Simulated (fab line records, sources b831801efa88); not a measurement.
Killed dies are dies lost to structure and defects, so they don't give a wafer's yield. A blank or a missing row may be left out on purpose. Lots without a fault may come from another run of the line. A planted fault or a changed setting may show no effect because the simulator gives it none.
fab line records | flow gf180mcu
record lots=24 wafers=72 last_day=34
route steps=602 shown MVPSD@89 HV_LDD@199 M1@317 V3@452 V5@563
lots that met no fault: from a run of the same line without faults
start_h: hours from the record's first day to the start of the lot's first wafer shown | wait_h: hours since the lot's step before | " the same as in the row above | L1.1+2: a row that stands for several wafers | - no value, or no start given | * or withheld: withheld | < > ~ a bound
route shown NAME@n: a module of which the file shows steps, and the number in the route of the first | usual: mean/standard deviation of fault-free wafers | same: alike in all rows | chamber/n: place in a boat | sites: the reading at each site | _std_site: their standard deviation | _edge_site: outer sites' mean less inner sites' | radius_mm: how far each site lies from the wafer's centre | mask NAME#n: copy n | behind: the tool/chamber that last shaped the wafer | hold: why the lot was held/for how many hours/how that ended | device: the transistor (n, p or np) that didn't switch | end of line: the same wafers' tests at the end of the route | a step without rows: its recipe alone | killed: dies lost to structure and defects at the first sort, not the wafer's yield | map: a wafer's dies, x killed, . not, _ none there
set.NAME: the setting as run; set.NAME@STEP: as run at that earlier step | model.NAME: the simulator's own value behind a step, which no gauge read
steps of the route over a sample of lots; a table a step, a row a wafer
services: from which hour (start_h, from the record's first day; less than 0 if before it) a tool's chamber was out of use, for how many hours, and why
## steps
# step GF_MVPSD_TW_MEAS_11
# usual MVPSD_TW=556/10
# columns lot.wafer tool chamber start_h wait_h MVPSD_TW
L074.2 film_metro-04 - 96.75 0.1 567
L074.3 " - " " 566
L074.5 " - " " 564
L075.3 film_metro-03 - 102.41 0.1 557
L075.4 " - " " 553
L075.6 " - " " 554
L076.1 film_metro-01 - 107.19 0.1 547
L076.2 " - " " 546
L076.3 " - " " 546
L077.4 film_metro-04 - 116.41 0.1 563
L077.5 " - " " 563
L077.6 " - " " 565
L078.2 film_metro-04 - 119.37 0.1 562
L078.3 " - " " 564
L078.6 " - " " 562
L079.2 film_metro-04 - 125.40 0.1 566
L079.3 " - " " 564
L079.5 " - " " 567
L080.3 film_metro-01 - 131.30 0.1 544
L080.4 " - " " 544
L080.6 " - " " 546
L081.2 film_metro-04 - 137.20 0.1 565
L081.4 " - " " 564
L081.6 " - " " 566
L082.2 film_metro-01 - 143.29 0.1 544
L082.4 " - " " 548
L082.5 " - " " 546
L083.1 film_metro-04 - 150.66 0.1 562
L083.4 " - " " 562
L083.6 " - " " 563
L084.3 film_metro-04 - 156.21 0.1 562
L084.4 " - " " 562
L084.5 " - " " 563
L085.2 film_metro-03 - 162.04 0.1 554
L085.3 " - " " 558
L085.5 " - " " 554
L086.2 film_metro-03 - 166.87 0.1 556
L086.3 " - " " 555
L086.5 " - " " 555
L087.1 film_metro-01 - 178.98 0.1 541
L087.2 " - " " 540
L087.5 " - " " 537
L088.2 film_metro-01 - 181.92 0.1 542
L088.4 " - " " 537
L088.5 " - " " 541
L089.2 film_metro-04 - 184.45 0.1 569
L089.3 " - " " 571
L089.5 " - " " 571
L090.1 film_metro-01 - 195.31 0.1 541
L090.2 " - " " 544
L090.5 " - " " 542
L091.2 film_metro-03 - 201.49 0.1 556
L091.3 " - " " 554
L091.6 " - " " 555
L092.1 film_metro-03 - 208.23 0.1 553
L092.4 " - " " 552
L092.5 " - " " 555
L093.3 film_metro-03 - 213.22 0.1 555
L093.4 " - " " 557
L093.6 " - " " 555
L094.1 film_metro-01 - 215.63 0.1 543
L094.4 " - " " 539
L094.6 " - " " 544
L095.2 film_metro-04 - 224.19 0.1 572
L095.3 " - " " 569
L095.6 " - " " 570
L096.2 film_metro-03 - 229.29 0.1 553
L096.5 " - " " 555
L096.6 " - " " 550
L097.4 film_metro-04 - 235.41 0.1 571
L097.5 " - " " 570
L097.6 " - " " 571
# step GF_HV_LDD_TW_MEAS_23
# usual HV_LDD_2_TW=1052/20
# columns lot.wafer tool chamber start_h wait_h HV_LDD_2_TW
L074.2 film_metro-03 - 231.86 0.1 1060
L074.3 " - " " 1055
L074.5 " - " " 1054
L075.3 film_metro-01 - 241.30 0.1 1036
L075.4 " - " " 1033
L075.6 " - " " 1040
L076.1 film_metro-01 - 245.48 0.1 1034
L076.2 " - " " 1036
L076.3 " - " " 1036
L077.4 film_metro-04 - 257.01 0.1 1085
L077.5 " - " " 1086
L077.6 " - " " 1087
L078.2 film_metro-01 - 265.84 0.1 1037
L078.3 " - " " 1034
L078.6 " - " " 1035
L079.2 film_metro-03 - 271.84 0.1 1057
L079.3 " - " " 1054
L079.5 " - " " 1060
L080.3 film_metro-03 - 276.35 0.1 1056
L080.4 " - " " 1060
L080.6 " - " " 1057
L081.2 film_metro-03 - 284.06 0.1 1058
L081.4 " - " " 1063
L081.6 " - " " 1057
L082.2 film_metro-01 - 289.46 0.1 1040
L082.4 " - " " 1036
L082.5 " - " " 1035
L083.1 film_metro-04 - 303.40 0.1 1096
L083.4 " - " " 1093
L083.6 " - " " 1084
L084.3 film_metro-04 - 309.15 0.1 1089
L084.4 " - " " 1094
L084.5 " - " " 1090
L085.2 film_metro-01 - 316.31 0.1 1039
L085.3 " - " " 1032
L085.5 " - " " 1038
L086.2 film_metro-01 - 325.31 0.1 1034
L086.3 " - " " 1032
L086.5 " - " " 1031
L087.1 film_metro-01 - 340.75 0.1 1035
L087.2 " - " " 1035
L087.5 " - " " 1033
L088.2 film_metro-03 - 342.91 0.1 1063
L088.4 " - " " 1054
L088.5 " - " " 1050
L089.2 film_metro-03 - 347.61 0.1 1049
L089.3 " - " " 1057
L089.5 " - " " 1055
L090.1 film_metro-03 - 362.78 0.1 1054
L090.2 " - " " 1055
L090.5 " - " " 1052
L091.2 film_metro-01 - 368.84 0.1 1041
L091.3 " - " " 1040
L091.6 " - " " 1039
L092.1 film_metro-01 - 374.45 0.1 1037
L092.4 " - " " 1039
L092.5 " - " " 1032
L093.3 film_metro-01 - 382.27 0.1 1042
L093.4 " - " " 1035
L093.6 " - " " 1034
L094.1 film_metro-01 - 388.22 0.1 1036
L094.4 " - " " 1036
L094.6 " - " " 1041
L095.2 film_metro-01 - 397.34 0.1 1033
L095.3 " - " " 1034
L095.6 " - " " 1037
L096.2 film_metro-03 - 402.36 0.1 1063
L096.5 " - " " 1067
L096.6 " - " " 1062
L097.4 film_metro-04 - 409.88 0.1 1097
L097.5 " - " " 1091
L097.6 " - " " 1088
# step GF_HV_LDD_ETCHBACK_58
# recipe chemistry=CH3F/O2 target=Si3N4 stop_on=SiO2 source_w=400 bias_w=80 pressure_mtorr=25 ch3f_flow_sccm=40 O2_flow_sccm=30 time_s=100 target_depth_a=900
# usual chamber_pressure_mTorr=24.999/0.025 drypump_motor_current_A=6.0/0.35 oes_product_au=0.842/0.0065 throttle_valve_pct=10.562/0.0091
# columns lot.wafer tool chamber start_h wait_h chamber_pressure_mTorr drypump_motor_current_A oes_product_au rf_hours_counter_h throttle_valve_pct
L074.2 rie_diel-02 1 274.07 0.0 25.050 5.8 0.823 113 10.564
L074.3 " 2 " " 25.026 6.3 0.840 93 10.581
L074.5 " 0 " " 24.975 5.5 0.835 - 10.544
L075.3 rie_diel-01 0 283.77 0.0 24.963 5.8 0.841 53 10.569
L075.4 " 3 " " 24.988 5.7 0.840 125 10.566
L075.6 " 0 " " 25.020 5.8 0.838 - 10.557
L076.1 rie_diel-03 2 288.09 0.1 25.011 6.1 0.836 4 10.560
L076.2 " 1 " " 24.979 5.7 0.832 8 10.567
L076.3 " 3 " " 24.995 6.2 0.846 98 10.566
L077.4 rie_diel-01 3 300.54 0.0 25.016 5.7 0.836 125 10.556
L077.5 " 1 " " 25.007 6.7 0.845 - 10.559
L077.6 " 0 " " 24.978 5.8 0.839 - 10.569
L078.2 rie_diel-03 3 309.44 0.0 25.022 6.2 0.837 99 10.560
L078.3 " 1 " " 24.977 5.8 0.841 9 10.564
L078.6 " 2 " " 24.985 6.1 0.838 - 10.556
L079.2 rie_diel-02 3 315.96 0.0 24.986 6.0 0.836 4 10.568
L079.3 " 2 " " 25.044 6.3 0.845 94 10.551
L079.5 " 3 " " 25.025 6.1 0.850 - 10.568
L080.3 rie_diel-01 2 320.05 0.0 24.974 6.2 0.842 4 10.552
L080.4 " 1 " " 25.036 6.7 0.835 6 10.559
L080.6 " 2 " " 25.006 6.2 0.844 - 10.559
L081.2 rie_diel-02 0 329.37 0.0 25.017 5.5 0.833 17 10.562
L081.4 " 1 " " 25.010 5.8 0.833 115 10.563
L081.6 " 0 " " 25.010 5.5 0.836 - 10.571
L082.2 rie_diel-03 2 335.22 0.0 24.983 6.1 0.843 6 10.549
L082.4 " 3 " " 25.011 6.2 0.847 100 10.555
L082.5 " 2 " " 24.972 6.1 0.845 - 10.557
L083.1 rie_diel-02 0 350.88 0.1 25.027 5.5 0.839 18 10.553
L083.4 " 3 " " 25.048 6.0 0.837 - 10.553
L083.6 " 0 " " 24.970 5.5 0.836 - 10.558
L084.3 rie_diel-03 2 355.55 0.0 25.019 6.1 0.848 6 10.564
L084.4 " 2 " " 24.976 6.1 0.849 - 10.571
L084.5 " 0 " " 25.033 5.5 0.849 - 10.558
L085.2 rie_diel-02 3 362.64 0.0 25.005 6.0 0.837 6 10.568
L085.3 " 1 " " 24.978 5.8 0.835 116 10.550
L085.5 " 1 " " 25.005 5.9 0.841 - 10.546
L086.2 rie_diel-01 3 373.88 0.0 25.012 5.7 0.846 1 10.575
L086.3 " 0 " " 25.010 5.8 0.845 55 10.567
L086.5 " 3 " " 25.005 5.7 0.836 - 10.556
L087.1 rie_diel-02 3 389.78 0.1 24.986 6.0 0.841 7 10.567
L087.2 " 0 " " 24.983 5.5 0.841 19 10.555
L087.5 " 2 " " 24.852 6.3 0.850 - 10.544
L088.2 rie_diel-01 0 392.29 0.0 24.998 5.8 0.839 55 10.559
L088.4 " 1 " " 24.973 6.7 0.839 8 10.568
L088.5 " 1 " " 25.016 6.7 0.847 - 10.562
L089.2 rie_diel-03 1 395.94 0.0 24.996 5.8 0.842 11 10.567
L089.3 " 2 " " 25.017 6.1 0.841 7 10.565
L089.5 " 1 " " 25.019 5.8 0.836 - 10.562
L090.1 rie_diel-01 1 412.12 0.1 24.973 6.7 0.855 8 10.557
L090.2 " 0 " " 25.014 5.8 0.850 56 10.560
L090.5 " 0 " " 25.004 5.8 0.856 - 10.563
L091.2 rie_diel-03 0 417.57 0.0 25.021 5.5 0.841 6 10.563
L091.3 " 2 " " 25.025 6.1 0.839 8 10.563
L091.6 " 0 " " 25.038 5.5 0.851 - 10.552
L092.1 rie_diel-01 0 424.69 0.1 24.963 5.8 0.849 57 10.567
L092.4 " 0 " " 24.974 5.8 0.854 - 10.570
L092.5 " 1 " " 25.033 6.7 0.842 - 10.556
L093.3 rie_diel-03 1 431.37 0.0 24.998 5.8 0.841 11 10.570
L093.4 " 2 " " 25.011 6.1 0.838 8 10.558
L093.6 " 0 " " 24.956 5.5 0.854 - 10.560
L094.1 rie_diel-03 1 437.83 0.1 25.009 5.8 0.839 11 10.563
L094.4 " 2 " " 25.015 6.1 0.845 8 10.566
L094.6 " 3 " " 25.033 6.3 0.841 - 10.555
L095.2 rie_diel-01 1 449.21 0.0 24.987 6.7 0.845 9 10.537
L095.3 " 2 " " 25.000 6.2 0.843 7 10.568
L095.6 " 1 " " 24.987 6.7 0.841 - 10.554
L096.2 rie_diel-02 2 453.82 0.0 24.996 6.3 0.856 98 10.579
L096.5 " 1 " " 25.024 5.8 0.853 - 10.565
L096.6 " 0 " " 24.993 5.5 0.854 - 10.576
L097.4 rie_diel-01 0 462.12 0.0 25.017 5.8 0.850 58 10.556
L097.5 " 0 " " 25.025 5.8 0.844 - 10.574
L097.6 " 1 " " 25.001 6.7 0.848 - 10.561
# step GF_M1_SPUTTER_02
# recipe material=AlCu target_thk_nm=450 power_w=10600 time_s=23.9 chamber_pressure_pa=0.4
# usual throttle_valve_pct=30.3/0.82
# columns lot.wafer tool chamber start_h wait_h throttle_valve_pct
L074.2 pvd_sputter-04 - 361.15 0.0 30.0
L074.3 " - " " 31.0
L074.5 " - " " 30.8
L075.3 pvd_sputter-02 - 372.56 0.0 28.8
L075.4 " - " " 30.1
L075.6 " - " " 31.2
L076.1 pvd_sputter-01 - 377.56 0.0 29.7
L076.2 " - " " 30.0
L076.3 " - " " 30.5
L077.4 pvd_sputter-02 - 391.35 0.0 31.5
L077.5 " - " " 31.5
L077.6 " - " " 28.9
L078.2 pvd_sputter-01 - 400.58 0.0 31.1
L078.3 " - " " 30.4
L078.6 " - " " 30.2
L079.2 pvd_sputter-04 - 407.49 0.0 31.3
L079.3 " - " " 31.1
L079.5 " - " " 31.0
L080.3 pvd_sputter-02 - 412.47 0.0 28.7
L080.4 " - " " 30.2
L080.6 " - " " 29.5
L081.2 pvd_sputter-04 - 422.77 0.0 31.0
L081.4 " - " " 30.8
L081.6 " - " " 31.1
L082.2 pvd_sputter-04 - 428.92 0.0 31.2
L082.4 " - " " 31.0
L082.5 " - " " 31.1
L083.1 pvd_sputter-01 - 444.92 0.0 30.6
L083.4 " - " " 29.7
L083.6 " - " " 31.0
L084.3 pvd_sputter-01 - 450.92 0.0 31.0
L084.4 " - " " 30.4
L084.5 " - " " 29.8
L085.2 pvd_sputter-04 - 459.65 0.0 30.9
L085.3 " - " " 28.7
L085.5 " - " " 29.9
L086.2 pvd_sputter-01 - 471.49 0.0 29.8
L086.3 " - " " 31.3
L086.5 " - " " 29.9
L087.1 pvd_sputter-02 - 487.34 0.0 30.2
L087.2 " - " " 31.4
L087.5 " - " " 29.7
L088.2 pvd_sputter-04 - 490.47 0.0 29.9
L088.4 " - " " 31.0
L088.5 " - " " 31.2
L089.2 pvd_sputter-04 - 494.25 0.0 30.1
L089.3 " - " " 28.9
L089.5 " - " " 29.0
L090.1 pvd_sputter-02 - 510.85 0.0 29.7
L090.2 " - " " 28.8
L090.5 " - " " 28.9
L091.2 pvd_sputter-04 - 516.62 0.0 29.9
L091.3 " - " " 28.8
L091.6 " - " " 30.9
L092.1 pvd_sputter-01 - 522.21 0.0 30.1
L092.4 " - " " 29.9
L092.5 " - " " 30.2
L093.3 pvd_sputter-01 - 530.07 0.0 30.2
L093.4 " - " " 30.5
L093.6 " - " " 30.3
L094.1 pvd_sputter-04 - 536.97 0.0 30.8
L094.4 " - " " 30.9
L094.6 " - " " 30.8
L095.2 pvd_sputter-04 - 546.75 0.0 31.0
L095.3 " - " " 28.6
L095.6 " - " " 31.2
L096.2 pvd_sputter-04 - 550.73 0.0 30.8
L096.5 " - " " 28.9
L096.6 " - " " 31.1
L097.4 pvd_sputter-02 - 559.22 0.0 28.8
L097.5 " - " " 29.6
L097.6 " - " " 30.1
# step GF_V3_CVD_23
# recipe material=W target_thk_nm=350 time_s=104.9 temp_c=400 pressure_torr=40
# usual heater_power_w=841/110
# columns lot.wafer tool chamber start_h wait_h heater_power_w
L074.2 cvd_w-02 0 511.06 0.0 790
L074.3 " 0 " " 783
L074.5 " 0 " " 803
L075.3 cvd_w-02 0 522.34 0.1 809
L075.4 " 1 " " 825
L075.6 " 1 " " 831
L076.1 cvd_w-01 0 528.07 0.0 726
L076.2 " 1 " " 1040
L076.3 " 0 " " 722
L077.4 cvd_w-01 0 540.72 0.1 724
L077.5 " 0 " " 696
L077.6 " 1 " " 1049
L078.2 cvd_w-02 0 549.17 0.0 791
L078.3 " 1 " " 823
L078.6 " 0 " " 793
L079.2 cvd_w-01 0 557.32 0.0 723
L079.3 " 1 " " 1009
L079.5 " 0 " " 704
L080.3 cvd_w-01 1 563.19 0.1 1030
L080.4 " 0 " " 711
L080.6 " 1 " " 1062
L081.2 cvd_w-02 1 570.74 0.0 824
L081.4 " 0 " " 782
L081.6 " 0 " " 794
L082.2 cvd_w-02 0 575.70 0.0 798
L082.4 " 1 " " 839
L082.5 " 1 " " 827
L083.1 cvd_w-01 1 592.19 0.0 1001
L083.4 " 0 " " 715
L083.6 " 1 " " 1036
L084.3 cvd_w-02 0 597.83 0.1 797
L084.4 " 1 " " 837
L084.5 " 1 " " 830
L085.2 cvd_w-01 0 603.53 0.0 719
L085.3 " 1 " " 1027
L085.5 " 0 " " 718
L086.2 cvd_w-02 1 615.00 0.0 825
L086.3 " 1 " " 846
L086.5 " 1 " " 827
L087.1 cvd_w-01 1 628.22 0.0 1018
L087.2 " 0 " " 714
L087.5 " 1 " " 1015
L088.2 cvd_w-02 1 630.37 0.0 835
L088.4 " 1 " " 840
L088.5 " 1 " " 828
L089.2 cvd_w-01 1 635.27 0.0 1032
L089.3 " 0 " " 725
L089.5 " 1 " " 1031
L090.1 cvd_w-02 0 647.00 0.0 823
L090.2 " 1 " " 846
L090.5 " 0 " " 800
L091.2 cvd_w-02 1 653.29 0.0 815
L091.3 " 1 " " 822
L091.6 " 1 " " 828
L092.1 cvd_w-01 1 659.70 0.0 1008
L092.4 " 0 " " 706
L092.5 " 1 " " 1056
L093.3 cvd_w-02 1 665.46 0.1 828
L093.4 " 0 " " 787
L093.6 " 0 " " 798
L094.1 cvd_w-01 0 671.26 0.0 726
L094.4 " 1 " " 1006
L094.6 " 1 " " 1024
L095.2 cvd_w-02 0 678.36 0.0 788
L095.3 " 0 " " 805
L095.6 " 0 " " 803
L096.2 cvd_w-02 1 683.47 0.0 820
L096.5 " 0 " " 784
L096.6 " 1 " " 859
L097.4 cvd_w-01 1 689.93 0.1 1024
L097.5 " 0 " " 716
L097.6 " 1 " " 1041
# step GF_V5_CVD_23
# recipe material=W target_thk_nm=350 time_s=104.9 temp_c=400 pressure_torr=40
# usual heater_power_w=844/110
# columns lot.wafer tool chamber start_h wait_h heater_power_w
L074.2 cvd_w-02 0 626.98 0.0 782
L074.3 " 1 " " 823
L074.5 " 1 " " 810
L075.3 cvd_w-02 1 638.07 0.1 858
L075.4 " 0 " " 813
L075.6 " 1 " " 834
L076.1 cvd_w-01 0 641.43 0.0 714
L076.2 " 1 " " 1038
L076.3 " 1 " " 1029
L077.4 cvd_w-01 1 654.50 0.1 1024
L077.5 " 1 " " 1042
L077.6 " 0 " " 704
L078.2 cvd_w-02 0 660.69 0.0 800
L078.3 " 0 " " 796
L078.6 " 1 " " 831
L079.2 cvd_w-01 0 666.81 0.0 702
L079.3 " 1 " " 1029
L079.5 " 0 " " 722
L080.3 cvd_w-01 0 671.70 0.1 722
L080.4 " 1 " " 1036
L080.6 " 1 " " 1036
L081.2 cvd_w-01 1 681.54 0.0 1026
L081.4 " 1 " " 1031
L081.6 " 0 " " 718
L082.2 cvd_w-01 1 683.24 0.0 1061
L082.4 " 0 " " 718
L082.5 " 1 " " 1034
L083.1 cvd_w-02 1 697.93 0.0 841
L083.4 " 0 " " 810
L083.6 " 0 " " 815
L084.3 cvd_w-01 1 702.77 0.1 1039
L084.4 " 0 " " 711
L084.5 " 0 " " 722
L085.2 cvd_w-02 0 708.28 0.0 800
L085.3 " 1 " " 836
L085.5 " 1 " " 826
L086.2 cvd_w-02 1 718.15 0.0 810
L086.3 " 1 " " 850
L086.5 " 1 " " 850
L087.1 cvd_w-01 0 730.39 0.0 712
L087.2 " 1 " " 1028
L087.5 " 0 " " 733
L088.2 cvd_w-01 0 731.38 0.0 729
L088.4 " 0 " " 717
L088.5 " 1 " " 1065
L089.2 cvd_w-02 1 735.76 0.0 827
L089.3 " 1 " " 825
L089.5 " 1 " " 838
L090.1 cvd_w-02 1 746.84 0.0 849
L090.2 " 0 " " 800
L090.5 " 1 " " 829
L091.2 cvd_w-02 1 750.43 0.0 833
L091.3 " 0 " " 791
L091.6 " 0 " " 795
L092.1 cvd_w-02 0 757.12 0.7 804
L092.4 " 0 " " 813
L092.5 " 1 " " 844
L093.3 cvd_w-02 1 762.67 0.1 818
L093.4 " 0 " " 808
L093.6 " 1 " " 824
L094.1 cvd_w-02 0 766.50 0.0 814
L094.4 " 0 " " 815
L094.6 " 0 " " 806
L095.2 cvd_w-02 0 772.13 0.0 812
L095.3 " 0 " " 813
L095.6 " 0 " " 814
L096.2 cvd_w-02 0 775.98 0.0 823
L096.5 " 0 " " 821
L096.6 " 1 " " 812
L097.4 cvd_w-01 1 782.74 0.1 1042
L097.5 " 1 " " 1013
L097.6 " 0 " " 718
## services
# columns tool chamber start_h hours kind
pvd_sputter-04 - 265.57 2.2 repair
rie_diel-01 - 268.11 15.6 pm
cvd_w-02 - 293.61 6.9 pm
cvd_w-02 - 322.70 1.3 repair
cvd_w-02 - 327.68 2.8 pm
cvd_w-01 0 328.97 11.2 repair
pvd_sputter-04 - 332.81 7.7 repair
rie_diel-01 0 350.46 10.9 repair
cvd_w-02 - 369.27 1.5 repair
pvd_sputter-04 - 370.28 3.8 repair
rie_diel-01 3 387.15 4.3 repair
cvd_w-02 - 390.00 14.0 pm
cvd_w-02 0 399.38 12.1 repair
rie_diel-01 2 400.22 31.3 repair
cvd_w-01 - 404.00 2.8 pm
cvd_w-02 1 416.99 8.4 repair
pvd_sputter-04 - 468.90 2.7 repair
rie_diel-01 3 485.54 9.6 repair
cvd_w-01 - 586.70 0.9 repair
rie_diel-01 3 600.71 12.8 repair
rie_diel-01 0 604.51 5.0 repair
rie_diel-01 - 605.43 2.1 repair
rie_diel-01 - 696.61 0.7 repair
cvd_w-01 - 745.75 28.1 pm
## key
fault none
